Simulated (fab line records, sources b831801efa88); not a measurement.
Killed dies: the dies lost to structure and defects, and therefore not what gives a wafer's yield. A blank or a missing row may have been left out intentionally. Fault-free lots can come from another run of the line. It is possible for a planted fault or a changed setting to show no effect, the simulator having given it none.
Which tool was responsible?	flow gf180mcu	Sampling: 13 lots, 39 wafers, 2 of 602 route steps

== WHAT EACH GAUGE READ, for each wafer ==
GF_CONTACT_CD_MEAS_14 targets a cd of 220 nm. Usual: cdNm at 219.9 nm, with a standard deviation of 1.2.
lot	measured	on	cdNm (nm)	flag
L588	day 15 20:56	cdSem-02	219.8 218.7 219.5	
L589	day 16 09:11	cdSem-02	219.3 219.4 219.4	
L590	day 16 22:01	cdSem-02	219.5 218.2 219.4	
L593	day 17 22:24	cdSem-01	220.1 218.8 218.8	
L594	day 18 11:05	cdSem-01	221.3 221.9 220.9	
L595	day 18 16:12	cdSem-02	219.6 218.4 218.2	
L596	day 18 22:36	cdSem-02	193.7 194.8 195.4	OFF
L597	day 19 11:04	cdSem-01	221.6 220.2 220.3	
L603	day 21 21:20	cdSem-01	219.9 221.1 221.1	
L605	day 22 10:38	cdSem-02	219.7 220.2 220.3	
L606	day 22 13:09	cdSem-01	220.2 220.4 219.8	
L610	day 23 22:46	cdSem-01	220.7 220.8 219.6	
L611	day 24 06:47	cdSem-01	219.8 219.7 220.7	

== EACH LOT AND THE TOOL THAT RAN IT (in order: tool; ch and the chambers of the sampled wafers; start) ==
lot	GF_CONTACT_EXPOSE_11
L588	krfScanner-02 ch 0, day 15 10:17
L589	krfScanner-02 ch 0, day 15 22:26
L590	krfScanner-01 ch 0, day 16 11:06
L593	krfScanner-01 ch 0, day 17 11:26
L594	krfScanner-01 ch 0, day 17 23:09
L595	krfScanner-02 ch 0, day 18 04:08
L596	krfScanner-02 ch 0, day 18 11:21
L597	krfScanner-01 ch 0, day 18 22:50
L603	krfScanner-02 ch 0, day 21 08:56
L605	krfScanner-02 ch 0, day 21 23:16
L606	krfScanner-02 ch 0, day 22 01:53
L610	krfScanner-01 ch 0, day 23 11:31
L611	krfScanner-02 ch 0, day 23 19:52
- GF_CONTACT_EXPOSE_11: exposes mask Contact, target cd 220 nm.

== WHAT THE TOOLS THEMSELVES READ (means of the sampled wafers that have a number; where no wafer has one, the mark that the record gives instead) ==
GF_CONTACT_EXPOSE_11. Usual: stageVelMmS 500.06 mm/s, standard deviation 0.26.
lot	tool	stageVelMmS (mm/s)	flag
L588	krfScanner-02	500.05	
L589	krfScanner-02	499.69	
L590	krfScanner-01	500.27	
L593	krfScanner-01	500.16	
L594	krfScanner-01	500.03	
L595	krfScanner-02	499.92	
L596	krfScanner-02	500.07	
L597	krfScanner-01	500.11	
L603	krfScanner-02	499.69	
L605	krfScanner-02	499.99	
L606	krfScanner-02	500.42	
L610	krfScanner-01	499.76	
L611	krfScanner-02	500.03	

== THE ANSWER, worked out from the rows above alone ==
Rule: a lot is off if the mean of its wafers that have a number lies more than 3 standard deviations from the usual mean. A lot without any number at a reading at which 4 lots or more have one is off too. The other lots that the step has rows for count as sound. After the gauges, taken in route order, come the tools' own readings; for these a lot's mean is taken, as printed above. At the first step where some lot is off, the reading lying furthest off is the one used; lots without a number count as furthest.
Off: L596, at GF_CONTACT_CD_MEAS_14 (cdNm).
A tool fits if, at a process step before that reading, it ran every lot that is off, and no sound lot after the first of them. Gauges at GF_CONTACT_CD_MEAS_14: tried the same way as those tools. Of those tried, none fits.

== WHAT HAD BEEN PUT IN BY THE SIMULATOR ==
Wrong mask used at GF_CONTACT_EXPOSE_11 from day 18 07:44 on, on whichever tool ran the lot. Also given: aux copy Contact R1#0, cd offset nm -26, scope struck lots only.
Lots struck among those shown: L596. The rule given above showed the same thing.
